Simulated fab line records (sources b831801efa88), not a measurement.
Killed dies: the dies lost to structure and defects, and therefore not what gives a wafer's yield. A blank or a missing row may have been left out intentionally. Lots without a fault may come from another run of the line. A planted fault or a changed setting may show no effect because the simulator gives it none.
fab line records	flow gf180mcu
[record] lots = 24	wafers = 72	last_day = 34
route steps=602 shown POLY_GATE@171 V1@361 M2@378 V4@481 MIM@508
lots that met no fault: from a run of the same line without faults
start_h: start of the lot's first displayed wafer, in hours after the record's first day	wait_h: hours elapsed since this lot's preceding step	" same as the row above	L1.1+2: a row that stands for several wafers	- no value present, or no start provided	* or withheld: withheld	< > ~ a bound
route shown NAME@n: NAME is a module with steps in the file, n the number in the route of the first one	usual: the fault-free wafers' mean and standard deviation	same: alike in all rows	chamber/n: place in a boat	sites: the reading at each site	_std_site: the standard deviation of these	_edge_site: the outer-site mean with the inner-site mean subtracted	radius_mm: for every site, how far away it sits from the centre of the wafer	mask NAME#n: copy n	behind: the tool/chamber that last shaped the wafer	hold: cause of the lot's hold/its duration in hours/its outcome	device: names the non-switching transistor (n, p or np)	end of line: the same wafers' tests at the end of the route	a step with no rows: only its recipe	killed: the dies lost at the first sort to structure and to defects; this is not the yield of the wafer	map: a wafer's dies, marking killed ones x, the rest . and places with no die _
set.NAME: the setting that was run; set.NAME@STEP: the one run at that earlier step	model.NAME: the simulator's own value behind a step, which no gauge read
a sample of lots followed through the steps of the route, with each step as a table and each wafer as a row
services: a tool's chamber out of use, with start hour (start_h, from the record's first day; less than 0 if before it), hours out, and reason
[[steps]]
[step GF_POLY_GATE_STRIP_14]
[recipe] chemistry = O2/N2	power_w = 1400	pressure_mtorr = 1500	platen_temp_c = 250	o2_flow_sccm = 3000	n2_flow_sccm = 300	overash_fraction = 0.5
[usual] chamber_pressure_mTorr = 1500.0/1.5	drypump_motor_current_A = 5.9/0.53	heater_power_w = 322/45	oes_product_au = 0.504/0.0045
lot.wafer	tool	chamber	start_h	wait_h	chamber_pressure_mTorr	drypump_motor_current_A	heater_power_w	oes_product_au	rf_hours_counter_h
L074.4	plasma_asher-03	1	197.55	0.1	1499.7	6.7	405	0.502	-
L074.5	"	0	"	"	1497.9	6.1	248	0.505	-
L074.6	"	1	"	"	1501.1	6.7	404	0.513	-
L075.1	plasma_asher-04	0	203.35	0.0	1497.5	5.1	318	0.497	54
L075.2	"	1	"	"	1499.3	6.2	337	0.512	54
L075.3	"	1	"	"	1501.8	6.2	334	0.505	-
L076.1	plasma_asher-01	1	208.78	0.0	1500.5	6.1	308	0.500	9
L076.4	"	0	"	"	1498.4	5.4	328	0.503	-
L076.5	"	0	"	"	1498.5	5.4	318	0.503	-
L077.2	plasma_asher-04	0	217.48	0.0	1498.9	5.1	317	0.497	56
L077.3	"	1	"	"	1499.8	6.3	335	0.507	-
L077.6	"	0	"	"	1500.0	5.1	322	0.513	-
L078.2	plasma_asher-03	1	225.93	0.0	1503.0	6.7	401	0.502	42
L078.3	"	0	"	"	1500.5	6.1	242	0.503	-
L078.5	"	1	"	"	1501.7	6.7	394	0.504	-
L079.2	plasma_asher-01	1	233.82	0.0	1498.9	6.1	311	0.507	12
L079.5	"	1	"	"	1501.7	6.1	310	0.504	-
L079.6	"	0	"	"	1503.3	5.4	328	0.513	-
L080.1	plasma_asher-03	1	246.42	0.0	1498.0	6.7	393	0.510	44
L080.2	"	0	"	"	1498.9	6.1	252	0.497	44
L080.4	"	1	"	"	1500.3	6.7	393	0.496	-
L081.1	plasma_asher-01	0	248.10	0.0	1500.6	5.4	324	0.497	13
L081.4	"	0	"	"	1499.3	5.4	322	0.507	-
L081.5	"	0	"	"	1502.2	5.4	320	0.500	-
L082.1	plasma_asher-04	0	258.73	0.0	1498.2	5.0	318	0.515	60
L082.4	"	1	"	"	1500.3	6.2	338	0.500	-
L082.5	"	1	"	"	1500.9	6.2	338	0.501	-
L083.1	plasma_asher-04	0	271.62	0.0	1500.3	5.0	319	0.506	62
L083.4	"	1	"	"	1500.8	6.2	328	0.505	-
L083.6	"	0	"	"	1500.7	5.0	316	0.498	-
L084.2	plasma_asher-01	0	271.83	0.0	1502.2	5.4	322	0.503	16
L084.3	"	1	"	"	1502.5	6.1	309	0.510	-
L084.4	"	0	"	"	1499.5	5.4	331	0.502	-
L085.2	plasma_asher-03	1	275.92	0.0	1501.4	6.7	400	0.507	47
L085.4	"	1	"	"	1498.4	6.7	412	0.498	-
L085.6	"	0	"	"	1499.3	6.1	253	0.507	-
L086.1	plasma_asher-04	1	281.98	0.0	1499.2	6.2	333	0.504	63
L086.3	"	1	"	"	1500.6	6.3	334	0.502	-
L086.4	"	0	"	"	1499.8	5.1	314	0.504	-
L087.1	plasma_asher-01	0	297.47	0.0	1499.5	5.4	317	0.496	18
L087.2	"	1	"	"	1499.1	6.1	320	0.509	18
L087.6	"	1	"	"	1499.3	6.1	314	0.509	-
L088.1	plasma_asher-01	1	302.15	0.0	1497.9	6.1	301	0.508	18
L088.2	"	0	"	"	1501.4	5.4	327	0.508	18
L088.5	"	0	"	"	1498.4	5.4	311	0.506	-
L089.2	plasma_asher-03	1	309.02	0.0	1500.1	6.7	400	0.497	51
L089.5	"	1	"	"	1501.6	6.7	403	0.514	-
L089.6	"	0	"	"	1498.6	6.1	248	0.502	-
L090.1	plasma_asher-03	1	317.25	0.0	1499.0	6.7	404	0.505	52
L090.2	"	0	"	"	1504.1	6.1	249	0.494	52
L090.6	"	0	"	"	1500.6	6.1	255	0.491	-
L091.3	plasma_asher-01	1	322.65	0.1	1499.5	6.1	309	0.508	-
L091.4	"	0	"	"	1502.0	5.4	321	0.508	-
L091.6	"	1	"	"	1499.2	6.1	313	0.512	-
L092.1	plasma_asher-01	1	328.28	0.0	1501.3	6.1	321	0.506	21
L092.3	"	1	"	"	1500.6	6.1	314	0.504	-
L092.5	"	0	"	"	1498.3	5.4	322	0.503	-
L093.1	plasma_asher-03	0	336.03	0.0	1498.0	6.1	247	0.503	54
L093.2	"	1	"	"	1501.2	6.7	396	0.511	54
L093.4	"	1	"	"	1501.2	6.7	411	0.503	-
L094.2	plasma_asher-01	1	341.95	0.0	1497.2	6.1	306	0.505	23
L094.4	"	1	"	"	1501.6	6.1	304	0.503	-
L094.6	"	0	"	"	1499.8	5.4	316	0.499	-
L095.1	plasma_asher-04	1	347.77	0.0	1501.0	6.2	341	0.503	69
L095.3	"	1	"	"	1499.7	6.3	338	0.496	-
L095.4	"	0	"	"	1500.8	5.1	315	0.504	-
L096.3	plasma_asher-04	0	359.48	0.1	1503.4	5.0	321	0.518	-
L096.4	"	1	"	"	1500.1	6.2	332	0.501	-
L096.6	"	1	"	"	1496.9	6.2	335	0.504	-
L097.2	plasma_asher-03	0	368.46	0.0	1499.8	6.1	247	0.504	57
L097.5	"	1	"	"	1497.9	6.7	405	0.507	-
L097.6	"	0	"	"	1498.5	6.1	249	0.501	-
[step GF_V1_CMP_26]
[recipe] stop_on = SiO2	down_force_psi = 3.5	platen_rpm = 60	t_overpolish_s = 15	target_thk_nm = 0	pad_velocity_m_s = 0.94248
[usual] head_pressure_psi = 3.499/0.008	motor_current_A = 10.9/0.69	overpolish_run_s = 15.001/0.0092	time_to_endpoint_s = 84/4.7
[same] t_overpolish_s = 15
lot.wafer	tool	chamber	start_h	wait_h	head_pressure_psi	motor_current_A	overpolish_run_s	time_to_endpoint_s
L074.4	cmp-01	2	413.10	0.2	3.492	11.3	15.008	89
L074.5	"	3	"	"	3.489	11.9	14.996	88
L074.6	"	0	"	"	3.506	10.6	14.987	88
L075.1	cmp-01	1	420.21	0.1	3.491	11.4	14.998	84
L075.3	"	2	"	"	3.499	10.3	14.992	87
L075.2	"	0	"	"	3.501	10.2	14.987	90
L076.4	cmp-01	2	430.89	0.1	3.488	10.8	15.001	86
L076.1	"	3	"	"	3.517	11.9	15.001	85
L076.5	"	0	"	"	3.521	10.3	14.994	82
L077.2	cmp-02	1	440.10	0.1	3.496	10.2	15.000	86
L077.3	"	3	"	"	3.503	11.6	15.003	69
L077.6	"	1	"	"	3.509	10.4	15.000	82
L078.3	cmp-01	2	451.07	0.0	3.510	10.5	15.003	84
L078.2	"	0	"	"	3.494	10.9	14.993	82
L078.5	"	3	"	"	3.483	12.4	14.976	81
L079.2	cmp-01	0	463.27	0.2	3.486	10.1	14.995	83
L079.5	"	1	"	"	3.500	10.4	14.999	80
L079.6	"	2	"	"	3.487	10.8	15.010	80
L080.4	cmp-02	0	477.02	0.0	3.501	10.2	14.996	76
L080.2	"	1	"	"	3.508	10.0	15.007	83
L080.1	"	3	"	"	3.486	11.9	14.999	73
L081.4	cmp-02	0	478.28	0.0	3.509	10.8	15.005	88
L081.1	"	2	"	"	3.515	10.4	14.993	86
L081.5	"	1	"	"	3.503	9.7	14.998	94
L082.1	cmp-02	1	494.20	0.1	3.503	10.3	15.001	90
L082.4	"	3	"	"	3.507	12.0	15.011	76
L082.5	"	1	"	"	3.507	9.7	15.005	89
L083.1	cmp-01	3	509.36	0.1	3.494	12.1	15.009	86
L083.4	"	0	"	"	3.497	10.8	14.999	87
L083.6	"	2	"	"	3.503	10.9	14.997	89
L084.4	cmp-01	1	511.59	0.0	3.504	11.1	14.988	83
L084.3	"	2	"	"	3.507	10.6	14.997	89
L084.2	"	3	"	"	3.482	11.8	15.008	81
L085.4	cmp-01	0	518.69	0.1	3.494	10.5	14.991	83
L085.2	"	1	"	"	3.501	11.0	15.001	87
L085.6	"	0	"	"	3.503	10.3	14.992	89
L086.1	cmp-01	1	521.75	0.5	3.496	10.8	15.002	85
L086.4	"	2	"	"	3.502	11.0	15.004	86
L086.3	"	0	"	"	3.506	10.8	15.003	89
L087.2	cmp-01	2	539.14	0.1	3.494	11.2	15.007	90
L087.1	"	3	"	"	3.509	12.2	14.992	85
L087.6	"	2	"	"	3.505	10.7	14.987	92
L088.1	cmp-02	2	543.91	0.1	3.498	11.3	15.010	79
L088.2	"	3	"	"	3.491	11.8	14.998	74
L088.5	"	1	"	"	3.497	10.6	15.002	84
L089.2	cmp-02	1	550.88	0.2	3.500	9.7	14.988	89
L089.5	"	2	"	"	3.501	11.2	15.014	86
L089.6	"	3	"	"	3.509	11.9	15.009	73
L090.2	cmp-01	1	562.35	0.0	3.501	10.9	14.998	84
L090.1	"	2	"	"	3.511	11.4	15.015	83
L090.6	"	1	"	"	3.505	11.1	15.001	83
L091.4	cmp-01	1	567.53	0.7	3.504	10.6	15.008	92
L091.3	"	0	"	"	3.496	10.2	14.993	89
L091.6	"	1	"	"	3.492	10.7	14.997	89
L092.1	cmp-01	1	572.38	0.1	3.485	10.6	15.017	83
L092.3	"	3	"	"	3.504	11.1	15.000	86
L092.5	"	1	"	"	3.497	11.1	15.006	83
L093.2	cmp-02	2	583.93	0.0	3.501	10.7	14.999	85
L093.4	"	3	"	"	3.501	12.2	15.016	73
L093.1	"	0	"	"	3.500	11.2	14.995	85
L094.2	cmp-01	2	589.96	0.0	3.487	10.9	15.016	83
L094.4	"	3	"	"	3.494	11.8	14.992	84
L094.6	"	3	"	"	3.501	12.1	14.984	82
L095.4	cmp-02	2	593.21	0.0	3.508	10.3	15.003	83
L095.1	"	0	"	"	3.500	10.6	14.979	83
L095.3	"	1	"	"	3.487	9.6	14.997	90
L096.4	cmp-02	1	601.72	0.1	3.502	9.9	15.015	89
L096.3	"	3	"	"	3.503	11.7	15.000	78
L096.6	"	1	"	"	3.481	10.3	15.012	89
L097.2	cmp-02	1	613.64	0.0	3.510	10.6	14.987	92
L097.5	"	1	"	"	3.498	9.8	15.001	89
L097.6	"	2	"	"	3.518	10.4	15.000	84
[step GF_M2_METAL_ETCH_16]
[recipe] chemistry = Cl2/BCl3	mask_material = KrF	target_depth_nm = 627.5	stop_on = SiO2	pressure_mtorr = 8	icp_w = 800	bias_w = 140	Cl2_flow_sccm = 80	bcl3_flow_sccm = 40	time_s = 104.6
[usual] chamber_pressure_mTorr = 8.000/0.0077	drypump_motor_current_A = 5.6/0.45	oes_product_au = 0.974/0.0069	rf_fwd_power_W = 795.0/2.8	throttle_valve_pct = 28.248/0.011
lot.wafer	tool	chamber	start_h	wait_h	chamber_pressure_mTorr	drypump_motor_current_A	oes_product_au	rf_fwd_power_W	rf_hours_counter_h	throttle_valve_pct
L074.4	rie_metal-04	1	438.35	0.0	7.998	6.2	0.979	795.8	-	28.244
L074.5	"	0	"	"	7.999	5.9	0.985	797.0	-	28.240
L074.6	"	1	"	"	7.997	6.2	0.966	793.5	-	28.250
L075.1	rie_metal-04	1	445.21	0.0	7.990	6.2	0.969	800.7	10	28.245
L075.2	"	0	"	"	8.012	5.9	0.979	797.7	7	28.263
L075.3	"	0	"	"	8.001	5.9	0.975	794.4	-	28.246
L076.1	rie_metal-02	0	455.87	0.0	7.994	5.2	0.961	795.2	10	28.250
L076.4	"	0	"	"	8.001	5.2	0.975	795.0	-	28.250
L076.5	"	1	"	"	8.015	5.6	0.970	797.4	-	28.254
L077.2	rie_metal-03	1	465.13	0.0	7.998	5.3	0.973	796.6	5	28.252
L077.3	"	0	"	"	8.006	6.6	0.975	793.4	-	28.243
L077.6	"	0	"	"	7.993	6.6	0.977	790.9	-	28.233
L078.2	rie_metal-03	0	476.17	0.0	8.003	6.6	0.981	792.4	7	28.250
L078.3	"	0	"	"	8.011	6.6	0.958	790.7	-	28.264
L078.5	"	0	"	"	8.002	6.6	0.961	788.9	-	28.265
L079.2	rie_metal-02	1	487.47	0.0	7.990	5.6	0.975	798.6	9	28.237
L079.5	"	0	"	"	7.992	5.2	0.961	792.1	-	28.254
L079.6	"	1	"	"	7.994	5.6	0.980	800.3	-	28.260
L080.1	rie_metal-04	0	501.51	0.0	8.000	5.9	0.970	797.9	7	28.233
L080.2	"	0	"	"	7.996	5.9	0.971	791.7	-	28.247
L080.4	"	0	"	"	8.005	5.9	0.979	797.8	-	28.237
L081.1	rie_metal-02	0	502.47	0.0	7.990	5.2	0.980	793.6	12	28.263
L081.4	"	1	"	"	7.999	5.6	0.975	797.4	-	28.262
L081.5	"	0	"	"	8.009	5.2	0.974	794.4	-	28.245
L082.1	rie_metal-04	0	518.59	0.0	7.999	5.8	0.982	791.7	8	28.233
L082.4	"	0	"	"	8.014	5.9	0.976	796.2	-	28.245
L082.5	"	0	"	"	8.007	5.9	0.968	795.6	-	28.231
L083.1	rie_metal-02	1	533.32	0.0	8.001	5.6	0.989	795.3	11	28.235
L083.4	"	1	"	"	8.006	5.6	0.978	791.7	-	28.258
L083.6	"	1	"	"	8.001	5.6	0.978	789.2	-	28.268
L084.2	rie_metal-04	0	535.51	0.0	7.990	5.8	0.974	796.4	8	28.241
L084.3	"	0	"	"	7.989	5.8	0.976	795.7	-	28.250
L084.4	"	1	"	"	8.002	6.2	0.976	799.8	-	28.235
L085.2	rie_metal-02	1	541.94	0.0	7.994	5.6	0.987	792.3	11	28.219
L085.4	"	0	"	"	8.012	5.2	0.969	795.3	-	28.263
L085.6	"	1	"	"	7.991	5.6	0.975	789.9	-	28.236
L086.1	rie_metal-02	1	544.84	0.0	7.994	5.6	0.978	792.8	12	28.258
L086.3	"	1	"	"	8.005	5.6	0.971	790.2	-	28.254
L086.4	"	0	"	"	8.007	5.2	0.961	796.6	-	28.266
L087.1	rie_metal-03	0	562.59	0.0	8.014	6.6	0.992	792.4	9	28.246
L087.2	"	1	"	"	7.999	5.3	0.997	795.3	7	28.220
L087.6	"	1	"	"	7.993	5.3	0.994	788.7	-	28.226
L088.1	rie_metal-02	0	566.37	0.0	8.016	5.2	0.965	792.6	1	28.247
L088.2	"	1	"	"	8.001	5.6	0.971	792.3	12	28.253
L088.5	"	0	"	"	8.004	5.2	0.974	793.9	-	28.263
L089.2	rie_metal-02	0	573.41	0.0	8.008	5.2	0.971	798.6	1	28.252
L089.5	"	1	"	"	7.987	5.6	0.978	793.6	-	28.239
L089.6	"	0	"	"	7.995	5.2	0.972	799.4	-	28.259
L090.1	rie_metal-02	0	585.21	0.0	7.993	5.2	0.966	794.7	2	28.257
L090.2	"	1	"	"	7.999	5.6	0.973	796.6	13	28.227
L090.6	"	1	"	"	7.993	5.6	0.984	797.4	-	28.238
L091.3	rie_metal-02	0	589.53	0.1	8.007	5.2	0.968	797.5	-	28.241
L091.4	"	1	"	"	7.999	5.6	0.973	795.8	-	28.252
L091.6	"	1	"	"	7.997	5.6	0.970	795.4	-	28.240
L092.1	rie_metal-03	0	593.59	0.0	7.993	6.6	0.977	792.6	10	28.258
L092.3	"	0	"	"	7.991	6.5	0.983	790.7	-	28.256
L092.5	"	1	"	"	8.004	5.3	0.975	793.1	-	28.256
L093.1	rie_metal-02	1	605.24	0.0	8.013	5.6	0.974	793.0	14	28.217
L093.2	"	0	"	"	8.006	5.2	0.969	793.7	2	28.239
L093.4	"	0	"	"	8.000	5.2	0.974	793.5	-	28.249
L094.2	rie_metal-02	0	611.58	0.1	8.007	5.2	0.974	798.3	-	28.258
L094.4	"	0	"	"	7.993	5.2	0.980	796.4	-	28.268
L094.6	"	0	"	"	7.995	5.2	0.976	797.7	-	28.267
L095.1	rie_metal-03	0	615.07	0.0	7.982	6.5	0.972	790.4	11	28.230
L095.3	"	1	"	"	8.019	5.2	0.967	793.9	-	28.239
L095.4	"	0	"	"	8.000	6.6	0.971	791.3	-	28.255
L096.3	rie_metal-02	0	623.15	0.1	8.004	5.2	0.965	798.2	-	28.268
L096.4	"	0	"	"	7.995	5.2	0.974	798.5	-	28.246
L096.6	"	0	"	"	8.014	5.2	0.975	799.2	-	28.254
L097.2	rie_metal-02	0	634.53	0.0	8.009	5.2	0.966	799.4	4	28.267
L097.5	"	0	"	"	8.004	5.2	0.970	799.4	-	28.269
L097.6	"	1	"	"	8.009	5.6	0.973	794.3	-	28.269
[step GF_V4_BOW_MEAS_05]
[recipe] mode = bow
[usual] V4_BOW = 135/8.4
lot.wafer	tool	chamber	start_h	wait_h	V4_BOW[um]
L074.4	film_metro-03	-	540.60	0.2	133
L074.5	"	-	"	"	146
L074.6	"	-	"	"	130
L075.1	film_metro-03	-	548.16	0.1	152
L075.2	"	-	"	"	154
L075.3	"	-	"	"	140
L076.1	film_metro-01	-	557.01	0.1	131
L076.4	"	-	"	"	130
L076.5	"	-	"	"	131
L077.2	film_metro-02	-	566.65	0.2	132
L077.3	"	-	"	"	128
L077.6	"	-	"	"	130
L078.2	film_metro-01	-	576.79	0.2	133
L078.3	"	-	"	"	135
L078.5	"	-	"	"	138
L079.2	film_metro-03	-	586.55	0.2	136
L079.5	"	-	"	"	138
L079.6	"	-	"	"	142
L080.1	film_metro-03	-	598.31	0.1	118
L080.2	"	-	"	"	126
L080.4	"	-	"	"	122
L081.1	film_metro-02	-	599.60	0.2	138
L081.4	"	-	"	"	126
L081.5	"	-	"	"	131
L082.1	film_metro-02	-	615.14	0.1	140
L082.4	"	-	"	"	135
L082.5	"	-	"	"	135
L083.1	film_metro-03	-	626.34	0.2	145
L083.4	"	-	"	"	138
L083.6	"	-	"	"	137
L084.2	film_metro-01	-	629.32	0.1	139
L084.3	"	-	"	"	129
L084.4	"	-	"	"	127
L085.2	film_metro-03	-	636.09	0.2	121
L085.4	"	-	"	"	123
L085.6	"	-	"	"	132
L086.1	film_metro-01	-	639.09	0.2	129
L086.3	"	-	"	"	130
L086.4	"	-	"	"	137
L087.1	film_metro-03	-	653.07	0.2	127
L087.2	"	-	"	"	134
L087.6	"	-	"	"	136
L088.1	film_metro-03	-	657.00	0.1	149
L088.2	"	-	"	"	132
L088.5	"	-	"	"	150
L089.2	film_metro-01	-	663.15	0.2	130
L089.5	"	-	"	"	135
L089.6	"	-	"	"	138
L090.1	film_metro-03	-	672.08	0.1	145
L090.2	"	-	"	"	140
L090.6	"	-	"	"	145
L091.3	film_metro-02	-	677.43	0.1	148
L091.4	"	-	"	"	141
L091.6	"	-	"	"	150
L092.1	film_metro-03	-	681.75	0.1	124
L092.3	"	-	"	"	130
L092.5	"	-	"	"	134
L093.1	film_metro-02	-	691.28	0.2	131
L093.2	"	-	"	"	135
L093.4	"	-	"	"	139
L094.2	film_metro-01	-	696.73	0.1	149
L094.4	"	-	"	"	141
L094.6	"	-	"	"	128
L095.1	film_metro-01	-	700.59	0.2	135
L095.3	"	-	"	"	136
L095.4	"	-	"	"	134
L096.3	film_metro-02	-	706.95	0.2	125
L096.4	"	-	"	"	131
L096.6	"	-	"	"	134
L097.2	film_metro-01	-	718.55	0.3	141
L097.5	"	-	"	"	133
L097.6	"	-	"	"	137
[step GF_V4_CD_MEAS_14]
[recipe] target_cd_nm = 260
[usual] cd_nm = 259.7/1
lot.wafer	tool	chamber	start_h	wait_h	cd_nm
L074.4	cd_sem-02	-	563.61	0.1	260.5
L074.5	"	-	"	"	260.9
L074.6	"	-	"	"	260.3
L075.1	cd_sem-02	-	570.82	0.1	258.9
L075.2	"	-	"	"	260.0
L075.3	"	-	"	"	258.4
L076.1	cd_sem-02	-	579.20	0.1	259.3
L076.4	"	-	"	"	259.5
L076.5	"	-	"	"	259.3
L077.2	cd_sem-01	-	588.12	0.1	260.3
L077.3	"	-	"	"	260.7
L077.6	"	-	"	"	260.7
L078.2	cd_sem-01	-	598.34	0.1	260.6
L078.3	"	-	"	"	261.9
L078.5	"	-	"	"	260.5
L079.2	cd_sem-02	-	608.17	0.1	259.7
L079.5	"	-	"	"	261.1
L079.6	"	-	"	"	260.0
L080.1	cd_sem-01	-	619.20	0.1	258.6
L080.2	"	-	"	"	259.7
L080.4	"	-	"	"	260.2
L081.1	cd_sem-01	-	620.45	0.1	259.0
L081.4	"	-	"	"	257.9
L081.5	"	-	"	"	258.3
L082.1	cd_sem-01	-	635.88	0.1	259.6
L082.4	"	-	"	"	259.7
L082.5	"	-	"	"	261.0
L083.1	cd_sem-02	-	646.40	0.1	257.9
L083.4	"	-	"	"	258.5
L083.6	"	-	"	"	257.8
L084.2	cd_sem-01	-	649.24	0.1	258.4
L084.3	"	-	"	"	259.1
L084.4	"	-	"	"	259.5
L085.2	cd_sem-02	-	655.89	0.1	258.7
L085.4	"	-	"	"	259.6
L085.6	"	-	"	"	259.2
L086.1	cd_sem-02	-	658.83	0.1	259.1
L086.3	"	-	"	"	259.6
L086.4	"	-	"	"	260.1
L087.1	cd_sem-02	-	672.16	0.1	258.7
L087.2	"	-	"	"	258.1
L087.6	"	-	"	"	260.0
L088.1	cd_sem-02	-	676.66	0.1	260.0
L088.2	"	-	"	"	259.9
L088.5	"	-	"	"	260.5
L089.2	cd_sem-02	-	682.33	0.1	262.2
L089.5	"	-	"	"	261.4
L089.6	"	-	"	"	261.6
L090.1	cd_sem-01	-	690.90	0.1	259.1
L090.2	"	-	"	"	259.0
L090.6	"	-	"	"	259.7
L091.3	cd_sem-02	-	696.29	0.1	259.7
L091.4	"	-	"	"	260.0
L091.6	"	-	"	"	259.5
L092.1	cd_sem-01	-	700.81	0.1	259.8
L092.3	"	-	"	"	259.5
L092.5	"	-	"	"	259.0
L093.1	cd_sem-02	-	709.30	0.1	259.9
L093.2	"	-	"	"	260.1
L093.4	"	-	"	"	260.1
L094.2	cd_sem-02	-	714.83	0.1	259.6
L094.4	"	-	"	"	261.9
L094.6	"	-	"	"	260.0
L095.1	cd_sem-02	-	718.73	0.1	260.2
L095.3	"	-	"	"	259.3
L095.4	"	-	"	"	258.8
L096.3	cd_sem-02	-	724.52	0.1	260.2
L096.4	"	-	"	"	260.6
L096.6	"	-	"	"	259.9
L097.2	cd_sem-02	-	736.55	0.1	258.1
L097.5	"	-	"	"	259.3
L097.6	"	-	"	"	258.6
[step GF_MIM_CVD_05]
[recipe] material = Si3N4	target_thk_nm = 42	temp_max_c = 400	temp_c = 385	time_s = 29.086	rf_w = 450
[usual] heater_power_w = 538/81	rf_fwd_power_W = 444.7/2.2
lot.wafer	tool	chamber	start_h	wait_h	heater_power_w	rf_fwd_power_W
L074.4	pecvd-02	0	565.30	0.0	551	447.5
L074.5	"	1	"	"	360	447.0
L074.6	"	2	"	"	584	444.2
L075.1	pecvd-03	0	572.55	0.0	507	443.5
L075.2	"	2	"	"	577	441.8
L075.3	"	1	"	"	550	443.6
L076.1	pecvd-02	1	580.97	0.0	407	444.2
L076.4	"	2	"	"	552	443.3
L076.5	"	1	"	"	405	448.4
L077.2	pecvd-02	2	589.87	0.0	534	442.8
L077.3	"	0	"	"	555	444.8
L077.6	"	0	"	"	548	445.7
L078.2	pecvd-02	1	600.08	0.0	376	445.2
L078.3	"	2	"	"	594	443.1
L078.5	"	0	"	"	582	447.8
L079.2	pecvd-02	0	609.88	0.0	570	447.7
L079.5	"	0	"	"	574	448.2
L079.6	"	2	"	"	561	443.1
L080.1	pecvd-03	0	620.93	0.0	518	447.7
L080.2	"	2	"	"	536	439.6
L080.4	"	2	"	"	550	440.6
L081.1	pecvd-02	1	622.18	0.0	417	444.6
L081.4	"	1	"	"	423	445.0
L081.5	"	2	"	"	577	440.1
L082.1	pecvd-03	0	637.64	0.0	501	444.3
L082.4	"	1	"	"	591	443.9
L082.5	"	2	"	"	651	440.8
L083.1	pecvd-04	1	648.17	0.0	669	445.1
L083.4	"	0	"	"	607	444.5
L083.6	"	1	"	"	649	444.1
L084.2	pecvd-04	1	650.98	0.0	671	445.7
L084.3	"	2	"	"	522	444.0
L084.4	"	0	"	"	596	443.1
L085.2	pecvd-04	1	657.60	0.0	634	444.3
L085.4	"	0	"	"	552	445.5
L085.6	"	1	"	"	628	444.7
L086.1	pecvd-02	2	660.67	0.0	534	443.9
L086.3	"	0	"	"	522	448.8
L086.4	"	1	"	"	453	447.3
L087.1	pecvd-02	0	673.90	0.0	576	448.7
L087.2	"	2	"	"	590	441.6
L087.6	"	0	"	"	568	446.2
L088.1	pecvd-03	2	678.40	0.0	634	441.8
L088.2	"	0	"	"	459	447.1
L088.5	"	1	"	"	632	443.0
L089.2	pecvd-02	0	684.05	0.0	512	445.7
L089.5	"	0	"	"	516	447.6
L089.6	"	1	"	"	366	447.7
L090.1	pecvd-04	0	692.63	0.0	563	443.9
L090.2	"	2	"	"	525	444.7
L090.6	"	1	"	"	611	441.3
L091.3	pecvd-04	1	697.98	0.0	575	447.6
L091.4	"	2	"	"	548	446.3
L091.6	"	0	"	"	535	443.2
L092.1	pecvd-02	1	702.55	0.0	404	446.0
L092.3	"	2	"	"	604	444.6
L092.5	"	2	"	"	609	442.3
L093.1	pecvd-02	0	711.05	0.0	484	448.1
L093.2	"	2	"	"	565	443.3
L093.4	"	2	"	"	561	441.5
L094.2	pecvd-03	1	716.59	0.0	674	444.7
L094.4	"	2	"	"	659	442.5
L094.6	"	0	"	"	516	445.8
L095.1	pecvd-03	0	720.49	0.0	499	446.2
L095.3	"	2	"	"	646	442.3
L095.4	"	2	"	"	648	442.8
L096.3	pecvd-02	1	726.24	0.0	370	445.2
L096.4	"	1	"	"	370	445.0
L096.6	"	0	"	"	576	445.7
L097.2	pecvd-02	2	738.27	0.0	558	442.0
L097.5	"	2	"	"	570	442.4
L097.6	"	0	"	"	563	447.6
[[services]]
tool	chamber	start_h	hours	kind
cmp-01	-	175.36	1.7	repair
rie_metal-02	-	185.05	0.4	repair
cmp-01	-	212.65	0.7	repair
rie_metal-02	-	226.30	1.4	pm
rie_metal-02	-	228.82	0.1	repair
cmp-01	-	242.66	2.3	repair
cmp-01	-	249.50	7.2	pm
rie_metal-02	-	289.74	2.8	pm
cmp-01	-	291.91	16.1	pm
pecvd-02	-	368.88	14.0	pm
cmp-01	-	370.44	1.0	repair
cmp-01	-	376.46	2.5	repair
cmp-01	-	384.05	1.8	repair
pecvd-02	-	385.34	3.4	repair
cmp-01	-	404.14	4.0	pm
cmp-01	-	404.65	1.2	repair
pecvd-02	2	421.39	22.7	repair
rie_metal-02	-	428.12	1.2	repair
pecvd-02	-	438.10	1.4	repair
pecvd-02	-	500.69	2.8	pm
cmp-01	-	535.45	1.3	repair
cmp-01	-	618.24	6.8	pm
rie_metal-02	-	644.61	1.3	repair
cmp-01	-	647.08	0.4	repair
[[key]]
fault none
